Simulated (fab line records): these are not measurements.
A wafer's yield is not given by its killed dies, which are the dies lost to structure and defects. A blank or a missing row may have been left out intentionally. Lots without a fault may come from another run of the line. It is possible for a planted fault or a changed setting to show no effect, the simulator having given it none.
Problem report in the 8D (eight disciplines) form, filled by code -- flow sky130 -- the parts of the form that need people (team, actions taken, sign-off) are left out

1. PROBLEM STATEMENT
At SKY_VT_ADJUST_LVTN_IMPLANT_19, beam-energy-keV averages 30.673 over 6 wafers from 2 lots, while fault-free wafers read 29.997, standard deviation 0.01. That is +68 standard deviations from the usual mean.
Earliest sighting: wafer L973.3 on implanter-02 at day 11 02:52. The record has a number at this step for 18 wafers belonging to 6 lots. By rule, "out" or "out of limits" means more than 4 standard deviations away from the usual mean. The other wafers with a number count as sound.

2. WHAT THIS IS AND IS NOT
question,is,is not
which readings at this step,beam-energy-keV,-
which lots,"L973, L975","L963, L965, L979, L980"
which wafers of those lots,all that have a number,-
read on which tools,implanter-02,implanter-03
when,from day 11 02:52,"up to then (6 sound wafers); but 6 sound wafers of L979, L980 came after"

3. WHAT RULES OUT EACH SUSPECT
Counting: a tool at a process step up to the reading stays a suspect if it ran every lot that is out and no sound lot after the first of them.
- implanter-02 at SKY_VT_ADJUST_LVTN_IMPLANT_19: kept. All lots that are out passed through it, beginning with L973 at day 11 02:52, and no sound lot followed; its final sound lot before that point was L965 at day 8 22:39. On those wafers its own readings are out: beam-energy-keV.
Left after counting: implanter-02 at SKY_VT_ADJUST_LVTN_IMPLANT_19.

4. THE CAUSE (what the simulator had put in)
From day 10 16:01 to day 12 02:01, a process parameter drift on implanter-02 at SKY_VT_ADJUST_LVTN_IMPLANT_19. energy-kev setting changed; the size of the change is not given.
This tool alone remained once counting was done.

5. SEQUENCE OF EFFECTS, ordered by route
Rows list readings where the struck wafers' mean (over those with a number) sits beyond 3 standard deviations from the usual. Readings are gone through only where the record gives a usual standard deviation; hours: the median, over the lots, of the time from a lot's start at the first step in this table giving one to that lot's start at this step; sigmas: the change measured in usual standard deviations.
hours,step,reading,usual,on struck wafers,change,sigmas
0,SKY_VT_ADJUST_LVTN_IMPLANT_19,beam-energy-keV,29.997,30.673,+0.676,+68
Process steps it contains:
- SKY_VT_ADJUST_LVTN_IMPLANT_19

6. WHAT WOULD HAVE CAUGHT IT SOONER
The fault began at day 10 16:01; the first out-of-limits reading in this record came at day 11 02:52, 11 hours later.
